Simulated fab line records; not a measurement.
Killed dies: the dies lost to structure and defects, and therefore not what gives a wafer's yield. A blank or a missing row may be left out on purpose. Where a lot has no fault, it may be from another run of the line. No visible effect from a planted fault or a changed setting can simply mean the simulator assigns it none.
Which of the tools did it? ; flow gf180mcu ; 30 wafers from 10 lots sampled at 6 of the route's 602 steps

## WHAT THE GAUGES READ, wafer by wafer
GF_V5_OVL_MEAS_15. Usual: V5_OVL -3 nm, standard deviation 5.3.
lot;measured;on;V5_OVL (nm);flag
L329;day 27 04:49;overlay-02;-13 -6 -10;
L331;day 27 20:14;overlay-01;-8 -8 -9;
L332;day 28 05:32;overlay-01;-14 -7 -8;
L333;day 28 12:48;overlay-02;4 3 2;
L337;day 30 01:02;overlay-02;-8 5 0;
L338;day 30 08:28;overlay-01;-13 -12 -7;
L347;day 32 16:33;overlay-01;0 8 0;
L348;day 32 19:45;overlay-02;3 1 0;
L349;day 33 05:53;overlay-02;7 3 4;
L351;day 33 14:54;overlay-01;-8 -13 -13;

GF_V5_RS_MEAS_24: measures by four-point-probe. Usual: V5_W_RS 0.329 ohm/sq, standard deviation 0.0039.
lot;measured;on;V5_W_RS (ohm/sq);flag
L329;day 27 05:46;film-metro-03;0.328 0.328 0.331;
L331;day 27 21:11;film-metro-04;0.326 0.326 0.324;
L332;day 28 06:29;film-metro-02;0.325 0.325 0.322;
L333;day 28 13:45;film-metro-02;0.334 0.334 0.336;
L337;day 30 01:59;film-metro-02;0.505 0.326 0.329 0.505 0.325 0.329;OFF
L338;day 30 09:25;film-metro-03;0.496 0.330 0.511 0.497 0.330 0.512;OFF
L347;day 32 17:31;film-metro-02;0.328 0.336 0.331;
L348;day 32 20:50;film-metro-03;0.321 0.331 0.328;
L349;day 33 06:56;film-metro-03;0.338 0.338 0.337;
L351;day 33 15:55;film-metro-02;0.332 0.329 0.328;

GF_V5_THK_MEAS_25: measures by xrf. Usual: V5_W_THK 357 nm, standard deviation 6.9.
lot;measured;on;V5_W_THK (nm);flag
L329;day 27 05:52;film-metro-03;360 359 356;
L331;day 27 21:18;film-metro-04;353 356 356;
L332;day 28 06:36;film-metro-02;356 358 360;
L333;day 28 13:52;film-metro-02;346 349 344;
L337;day 30 08:41;film-metro-02;231 360 355 231 360 357;OFF
L338;day 30 12:45;film-metro-03;240 362 233 239 363 233;OFF
L347;day 32 17:37;film-metro-02;355 349 351;
L348;day 32 20:56;film-metro-03;373 361 362;
L349;day 33 07:03;film-metro-03;359 356 357;
L351;day 33 16:02;film-metro-02;351 355 355;

## WHICH TOOL RAN EACH LOT (tool, then ch and the chambers of the sampled wafers, then the start)
lot;GF_MIM_SPUTTER_02;GF_V5_STRIP_18;GF_V5_CVD_23
L329;pvd-sputter-02, day 24 12:27;plasma-asher-04 ch 0,1, day 27 05:01;cvd-w-01 ch 0,1, day 27 05:40
L331;pvd-sputter-02, day 25 03:50;plasma-asher-02 ch 0,1, day 27 20:25;cvd-w-01 ch 0,1, day 27 21:04
L332;pvd-sputter-04, day 25 14:53;plasma-asher-01 ch 0, day 28 05:43;cvd-w-01 ch 0,1, day 28 06:21
L333;pvd-sputter-03, day 25 23:07;plasma-asher-02 ch 0,1, day 28 12:59;cvd-w-02 ch 0,1, day 28 13:37
L337;pvd-sputter-02, day 27 14:04;plasma-asher-02 ch 0,1, day 30 01:13;cvd-w-01 ch 0,1, day 30 01:51
L338;pvd-sputter-04, day 27 20:38;plasma-asher-01 ch 0, day 30 08:39;cvd-w-01 ch 0,1, day 30 09:17
L347;pvd-sputter-02, day 30 10:36;plasma-asher-02 ch 0,1, day 32 16:46;cvd-w-02 ch 0,1, day 32 17:24
L348;pvd-sputter-02, day 30 14:08;plasma-asher-04 ch 0,1, day 32 19:58;cvd-w-01 ch 0,1, day 32 20:43
L349;pvd-sputter-02, day 31 01:29;plasma-asher-04 ch 0,1, day 33 06:04;cvd-w-02 ch 1, day 33 06:44
L351;pvd-sputter-03, day 31 11:50;plasma-asher-01 ch 0,1, day 33 15:05;cvd-w-02 ch 0,1, day 33 15:49
- GF_MIM_SPUTTER_02: material AlCu, target thk 450 nm, time 23.9 s.
- GF_V5_STRIP_18: strips in O2/N2.
- GF_V5_CVD_23: deposits W, target thk 350 nm, time 104.9 s.

## WHAT THE TOOLS THEMSELVES READ (means of the sampled wafers that have a number; where no wafer has one, the mark that the record gives instead)
GF_MIM_SPUTTER_02. Usual: cathode-dc-power-W 10600 W, standard deviation 2.3; throttle-valve-pct 30.1 %, standard deviation 0.88.
lot;tool;cathode-dc-power-W (W);throttle-valve-pct (%);flag
L329;pvd-sputter-02;10600;30.3;
L331;pvd-sputter-02;10599;30.2;
L332;pvd-sputter-04;10600;30.0;
L333;pvd-sputter-03;10600;29.9;
L337;pvd-sputter-02;10602;29.9;
L338;pvd-sputter-04;10599;30.0;
L347;pvd-sputter-02;10602;30.5;
L348;pvd-sputter-02;10601;30.9;
L349;pvd-sputter-02;10601;30.7;
L351;pvd-sputter-03;10597;29.8;

GF_V5_STRIP_18. Usual: drypump-motor-current-A 5.78 A, standard deviation 0.25; heater-power-w 348 W, standard deviation 73; o2-flow-sccm 3000 sccm, standard deviation 12; oes-product-au 0.568 a.u., standard deviation 0.0054; platen-temp-c 250.02 C, standard deviation 0.19.
lot;tool;drypump-motor-current-A (A);heater-power-w (W);o2-flow-sccm (sccm);oes-product-au (a.u.);platen-temp-c (C);flag
L329;plasma-asher-04;5.94;293;2997;0.569;249.86;
L331;plasma-asher-02;5.74;323;3000;0.568;250.01;
L332;plasma-asher-01;5.92;503;3009;0.568;250.14;
L333;plasma-asher-02;5.59;330;3002;0.571;249.84;
L337;plasma-asher-02;5.58;324;2999;0.569;249.94;
L338;plasma-asher-01;5.92;507;2993;0.563;250.05;
L347;plasma-asher-02;5.57;329;3000;0.567;249.94;
L348;plasma-asher-04;5.97;294;2991;0.569;250.09;
L349;plasma-asher-04;5.91;296;2996;0.568;250.09;
L351;plasma-asher-01;5.85;456;2999;0.568;250.01;

GF_V5_CVD_23. Usual: chamber-pressure-Torr 40.00 Torr, standard deviation 0.088; heater-power-w 839 W, standard deviation 70.
lot;tool;chamber-pressure-Torr (Torr);heater-power-w (W);flag
L329;cvd-w-01;40.02;772;
L331;cvd-w-01;39.98;759;
L332;cvd-w-01;39.99;766;
L333;cvd-w-02;40.06;901;
L337;cvd-w-01;32.52;777;OFF
L338;cvd-w-01;25.13;811;OFF
L347;cvd-w-02;40.09;902;
L348;cvd-w-01;40.05;811;
L349;cvd-w-02;40.05;899;
L351;cvd-w-02;40.05;901;

## THE ANSWER, worked out from the rows above alone
Rule: lot off if the mean of its wafers having a number is beyond 3 standard deviations from the usual mean. Also off: a lot with no number at a reading for which 4 or more lots have one. The other lots that the step has rows for count as sound. The gauges are gone through in route order, then the tools' own readings, and for those a lot's mean is taken as printed above. At the first step where some lot is off, the reading lying furthest off is the one used; lots without a number count as furthest.
Off: L337, L338, at GF_V5_RS_MEAS_24 (V5_W_RS).
A tool fits if, at a process step before that reading, it ran every lot that is off, and no sound lot after the first of them. The gauges at GF_V5_RS_MEAS_24 aren't tried: what is off there is off at GF_V5_CVD_23 too, on other tools, and a gauge's error can't cause that. Not one of the candidates tried fits.

## WHAT THE SIMULATOR HAD INSERTED
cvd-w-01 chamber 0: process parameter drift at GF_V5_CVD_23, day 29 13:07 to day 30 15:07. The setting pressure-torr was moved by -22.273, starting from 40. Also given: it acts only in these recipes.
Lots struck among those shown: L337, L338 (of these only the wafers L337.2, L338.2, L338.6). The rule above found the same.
